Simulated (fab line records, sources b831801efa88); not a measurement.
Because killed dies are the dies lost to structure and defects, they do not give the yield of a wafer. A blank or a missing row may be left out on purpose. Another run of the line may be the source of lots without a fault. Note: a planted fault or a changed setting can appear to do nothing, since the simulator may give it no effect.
Which tool is to blame? | flow sky130 | 6 lots with 18 wafers sampled at 3 steps, on a route of 708 steps

== WHAT EACH GAUGE READ, for each wafer ==
SKY_VT_ADJUST_HVTP_TW_MEAS_11.
lot  | measured     | on            | VT_ADJUST_HVTP_TW
L881 | day 6 13:35  | film_metro-01 | 1356 1357 1364
L885 | day 8 05:17  | film_metro-03 | 1360 1365 1365
L888 | day 8 13:38  | film_metro-01 | 1350 1359 1363
L891 | day 9 11:10  | film_metro-01 | 1353 1354 1347
L894 | day 10 03:45 | film_metro-03 | 1372 1371 1376
L896 | day 10 15:12 | film_metro-03 | 1372 1373 1377

== EACH LOT AND THE TOOL THAT RAN IT (in order: tool; ch and the chambers of the sampled wafers; start) ==
lot  | SKY_PWDE_STRIP_09                   | SKY_VT_ADJUST_HVTP_IMPLANT_09
L881 | plasma_asher-04 ch 0,1, day 4 06:50 | implanter-01 ch 0, day 6 13:22
L885 | plasma_asher-02 ch 0,1, day 5 17:41 | implanter-03 ch 0, day 8 05:03
L888 | plasma_asher-04 ch 0,1, day 6 01:08 | implanter-04 ch 0, day 8 13:25
L891 | plasma_asher-03 ch 0, day 6 20:52   | implanter-03 ch 0, day 9 10:55
L894 | plasma_asher-04 ch 0,1, day 7 10:20 | implanter-03 ch 0, day 10 03:32
L896 | plasma_asher-03 ch 0,1, day 7 21:52 | implanter-03 ch 0, day 10 14:59
- SKY_PWDE_STRIP_09: strips in O2/N2.
- SKY_VT_ADJUST_HVTP_IMPLANT_09

== THE ANSWER, worked out from the rows above alone ==
Rule: the lots themselves supply what counts as usual. Put in order of their means at a reading, lots are off if they are a third of the lots or fewer, leave a main group of 4 or more, and stand apart from it by a gap of 3 or more times the standard deviation of the main group's means; of several such gaps the widest counts. If all means in a main group match to the digits the tables above print for the reading, that group is not used. Also off: a lot with no number at a reading for which 4 or more lots have one. All remaining lots with rows at the step are treated as sound.
No lot is off on any of the readings shown, so nothing can be concluded from this.

== WHAT HAD BEEN PUT IN BY THE SIMULATOR ==
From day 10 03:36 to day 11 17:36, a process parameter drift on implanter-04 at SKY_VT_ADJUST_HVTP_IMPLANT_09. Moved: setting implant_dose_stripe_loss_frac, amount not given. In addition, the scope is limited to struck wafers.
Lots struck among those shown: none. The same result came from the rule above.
